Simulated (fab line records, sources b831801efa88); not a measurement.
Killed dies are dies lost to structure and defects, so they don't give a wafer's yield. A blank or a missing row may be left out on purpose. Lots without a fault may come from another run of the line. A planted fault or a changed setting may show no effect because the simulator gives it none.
Problem report in the 8D (eight disciplines) form, filled by code | flow sky130 | the parts of the form that need people (team, actions taken, sign-off) are left out

1. THE PROBLEM
cathode_dc_power_W at SKY_METAL3_SPUTTER_03 reads a mean of 3272.6 W on 2 wafers of 2 lots; wafers without a fault read 3000.0 W with a standard deviation of 0.51. That is +99 or more standard deviations from the usual mean.
The step: material Ti, target thk 5 nm, time 3.3 s.
First seen on wafer L601.5, day 37 23:20, on pvd_sputter-02. The record holds 18 wafers of 6 lots with a number at this step. Rule for "out", or "out of limits": more than 4 standard deviations from the usual mean. The other wafers with a number count as sound.

2. WHAT IT IS AND WHAT IT IS NOT
question                    | is                 | is not
which readings at this step | cathode_dc_power_W | throttle_valve_pct
which lots                  | L601, L602         | L599, L612, L613, L618
which wafers of those lots  | L601.5, L602.5     | L601.1, L601.2, L602.2, L602.4
read on which tools         | pvd_sputter-02     | pvd_sputter-01, pvd_sputter-04
when                        | from day 37 23:20  | up to then (5 sound wafers); but 11 sound wafers of L602, L612, L613, L618 came after

3. SUSPECTS, AND WHAT RULES EACH OUT
Counting: a tool at a process step up to the reading stays a suspect if it ran every lot that is out. Sound lots after the first of them don't rule it out here, since some wafers of a struck lot are sound.
- pvd_sputter-01 at SKY_VIA2_SPUTTER_20 (material TiN, target thk 20 nm, time 80 s): kept. It ran every lot that is out, first L601 (day 37 22:34).
- pvd_sputter-02 at SKY_METAL3_SPUTTER_00 (material Ti, target thk 15 nm, time 10 s): kept. It ran every lot that is out, first L601 (day 37 23:14); its last sound lot up to then is L599 (day 37 11:46).
- pvd_sputter-02 at SKY_METAL3_SPUTTER_02 (material AlCu, target thk 735 nm, time 39.1 s): kept. It ran every lot that is out, first L601 (day 37 23:17); its last sound lot up to then is L599 (day 37 11:49).
- pvd_sputter-02 at SKY_METAL3_SPUTTER_03 (material Ti, target thk 5 nm, time 3.3 s): kept. It ran every lot that is out, first L601 (day 37 23:20); its last sound lot up to then is L599 (day 37 11:52). Its own readings are out on those wafers: cathode_dc_power_W.
Left after counting: pvd_sputter-01 at SKY_VIA2_SPUTTER_20, pvd_sputter-02 at SKY_METAL3_SPUTTER_00, pvd_sputter-02 at SKY_METAL3_SPUTTER_02, pvd_sputter-02 at SKY_METAL3_SPUTTER_03.

4. THE CAUSE (what the simulator had put in)
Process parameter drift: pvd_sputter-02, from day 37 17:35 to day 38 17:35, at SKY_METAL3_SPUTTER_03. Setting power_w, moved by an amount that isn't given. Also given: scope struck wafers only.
Counting left 4 suspects, and this tool is among them.

5. THE CHAIN OF EFFECTS, in route order
Each row: a reading whose mean over the struck wafers that have a number lies more than 3 standard deviations from the usual. Only readings for which the record gives a usual standard deviation are gone through. hours: the time from each lot's start at the first step in this table that gives one to its start at this step, as a median over the lots. sigmas: the change in usual standard deviations.
hours | step                  | reading            | usual    | on struck wafers | change | sigmas
0     | SKY_METAL3_SPUTTER_03 | cathode_dc_power_W | 3000.0 W | 3272.6           | +272.6 | +99 or more
The process steps in it:
- SKY_METAL3_SPUTTER_03: material Ti, target thk 5 nm, time 3.3 s.

6. WHAT WOULD HAVE CAUGHT IT SOONER
In this record the first reading out of limits was taken at day 37 23:20, 6 hours after the fault began at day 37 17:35.
